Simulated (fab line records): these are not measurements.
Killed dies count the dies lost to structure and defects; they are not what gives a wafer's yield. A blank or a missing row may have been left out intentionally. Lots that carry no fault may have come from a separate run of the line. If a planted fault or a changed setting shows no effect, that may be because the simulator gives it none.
Code-filled problem report in 8D (eight disciplines) form | flow sky130 | the parts of the form that need people (team, actions taken, sign-off) are left out

1. PROBLEM STATEMENT
Mean NWELL_RS at SKY_NWELL_RS_MEAS_29: 606.3 ohm/sq over 9 wafers in 3 lots; fault-free wafers: 624.6 ohm/sq, standard deviation 1.5. Measured from the usual mean, that is -12 standard deviations.
The step: measures by four-point-probe.
First observed at day 7 16:32: wafer L889.4, on filmMetro-02. The record has a number at this step for 36 wafers belonging to 12 lots. Rule for "out" (also "out of limits"): further than 4 standard deviations from the usual mean. Any other wafer with a number is counted as sound.

2. WHAT IT IS, AND WHAT IT ISN'T
question                    | is                         | is not
which readings at this step | NWELL_RS                   | -
which lots                  | L889, L891, L892           | L879, L880, L882, L888, L890, L893, L894, L895, L901
which wafers of those lots  | all that have a number     | -
read on which gauges        | filmMetro-02, filmMetro-04 | filmMetro-03
when                        | from day 7 16:32           | up to then (12 sound wafers); but 15 sound wafers of L890, L893, L894, L895, L901 came after

3. THE SUSPECTS, EACH WITH WHAT RULES IT OUT
Counting: any tool at a process step up to the reading is kept as a suspect provided that every lot that is out went through it and no sound lot did after the first of them.
- the gauge at SKY_NWELL_RS_MEAS_29: ruled out. Those wafers that are out were read across 2 gauges (filmMetro-02, filmMetro-04).
- implanter-02 at SKY_NWELL_IMPLANT_12: kept. Every lot that is out went through it, starting with L889 (day 6 20:23), and after that it ran no sound lot; the last sound lot it ran before then is L888 (day 6 16:41). Out on those wafers are its own readings of doseIonsCm2, faradayCurrentUA.
The count leaves implanter-02 at SKY_NWELL_IMPLANT_12.

4. THE CAUSE (what the simulator had put in)
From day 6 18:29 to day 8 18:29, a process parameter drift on implanter-02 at SKY_NWELL_IMPLANT_12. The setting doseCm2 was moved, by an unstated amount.
Only this tool survived the counting.

5. SEQUENCE OF EFFECTS, ordered by route
One row per reading whose mean, taken over the struck wafers that have a number, lies over 3 standard deviations from the usual. Only readings for which the record gives a usual standard deviation are gone through. hours: the time from each lot's start at the first step in this table that gives one to its start at this step, as a median over the lots. sigmas: the change in usual standard deviations.
hours | step                 | reading          | usual        | on struck wafers | change      | sigmas
0     | SKY_NWELL_IMPLANT_12 | doseIonsCm2      | 1.3001e+12   | 1.9918e+12       | +6.9172e+11 | +99 or more
0     | SKY_NWELL_IMPLANT_12 | faradayCurrentUA | 7.33         | 11.23            | +3.90       | +28
21    | SKY_NWELL_RS_MEAS_29 | NWELL_RS         | 624.6 ohm/sq | 606.3            | -18.3       | -12
Here are the process steps it includes:
- SKY_NWELL_IMPLANT_12
Later steps that measure or inspect, where all struck wafers having a row at the step show a number for every such reading and not one has moved that far: SKY_VT_ADJUST_NCORE_OVL_MEAS_08, SKY_VT_ADJUST_HVTR_CD_MEAS_07.

6. WHAT WOULD HAVE CAUGHT IT SOONER
In this record the first reading out of limits at a measuring or inspecting step was taken at day 7 16:32, 22 hours after the fault began at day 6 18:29.
At SKY_NWELL_IMPLANT_12, the tool's own readings (doseIonsCm2, faradayCurrentUA) were out on each struck wafer the step has a row for, so an alarm limit on them would have fired on the first such wafer.
Of the lots that are out (3), L892 began SKY_NWELL_IMPLANT_12 on implanter-02 after day 7 16:32. It would have been spared by a hold on the tool at that moment.
